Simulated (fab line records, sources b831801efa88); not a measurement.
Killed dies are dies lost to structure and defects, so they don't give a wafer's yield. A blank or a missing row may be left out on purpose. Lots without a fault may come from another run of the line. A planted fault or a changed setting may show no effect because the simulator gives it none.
A struck lot beside a sound one | flow sky130 | 14 steps out of a route of 708
Sound: wafers L395.1, L395.3, L395.4. Struck: wafers L402.2, L402.3, L402.6. The cause comes at the end.
At each step with rows: each side's tool, then ch and its chambers, then its first start. Under that, the readings that differ: sound wafers | struck wafers | difference of the means | sigmas: that difference in standard deviations of wafers without a fault.
alike: readings whose means differ by less than 2 such deviations, and words and numbers that are the same on both sides. not compared: withheld readings, readings that some wafer has no value for, bounds like >300 that may hide the same value, and numbers for which the record gives no deviation and whose values overlap.
The two part at a step that has a row with sigmas, a row that says differs or no value, or rows on one side only. Numbers that don't overlap but have no deviation are shown without sigmas and don't part them. A reading that every wafer of one side lacks parts them only if that side has two wafers or more.

SKY_CAPM_METAL_ETCH_13: etches TiN in Cl2/BCl3, stops on SiO2, target depth 220 nm, time 62.9 s.
  sound on rie_metal-02 ch 0,1, day 39 04:36; struck on rie_metal-02 ch 0,1, day 41 16:27
  alike: bcl3_flow_sccm, drypump_motor_current_A, oes_product_au, throttle_valve_pct
  not compared: rf_hours_counter_h
SKY_CAPM_STRIP_14: strips in O2/N2.
  sound on plasma_asher-03 ch 0,1, day 39 04:41; struck on plasma_asher-04 ch 1, day 41 16:32
  alike: drypump_motor_current_A, oes_product_au, strip_time_to_endpoint_s
  not compared: rf_hours_counter_h
then, 10 steps without rows for these wafers: SKY_CAPM_STRIP_15 (strips in post etch residue remover, time 1200 s); SKY_CAPM_CLEAN_16 (cleans in IPA, time 180 s); SKY_CAPM_CLEAN_17 (cleans in O3/DIW); SKY_METAL3_DEHYDRATE_05 (time 60 s); SKY_METAL3_HMDS_06 (prime time 60 s); SKY_METAL3_COAT_07 (resist thk 60 nm); SKY_METAL3_COAT_08 (resist thk 1140 nm); SKY_METAL3_SOFTBAKE_09 (time 90 s); SKY_METAL3_EXPOSE_10 (exposes mask MM3, target cd 300 nm); SKY_METAL3_PEB_11.
SKY_METAL3_DEVELOP_12: develop time 60 s.
  sound on litho_track-03 ch 0, day 40 06:00; struck on litho_track-04, day 42 17:00
  no value came back on the struck wafers for chill_plate_temp_C (C), develop_time_s (s), developer_temp_C (C); on the sound wafers chill_plate_temp_C (C) reads 22.89 22.92 22.80
  reading                                       | sound          | struck         | difference | sigmas
  model.KrF-thick_of_METAL3_COAT_08.thk_nm (nm) | 1126 1127 1129 | 1142 1148 1144 | +17        |
SKY_METAL3_CD_MEAS_13: target cd 300 nm.
  sound on cd_sem-01, day 40 06:31; struck on cd_sem-01, day 42 17:17
  reading    | sound             | struck | difference                    | sigmas
  cd_nm (nm) | 300.7 300.5 300.3 | - - -  | no value on the struck wafers |

WHERE THEY PART
First at SKY_METAL3_DEVELOP_12; last, within this record, at SKY_METAL3_CD_MEAS_13.

WHY: what the simulator had put in
Skipped step whole: litho_track-04, from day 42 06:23 on, at SKY_METAL3_DEVELOP_12. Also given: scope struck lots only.
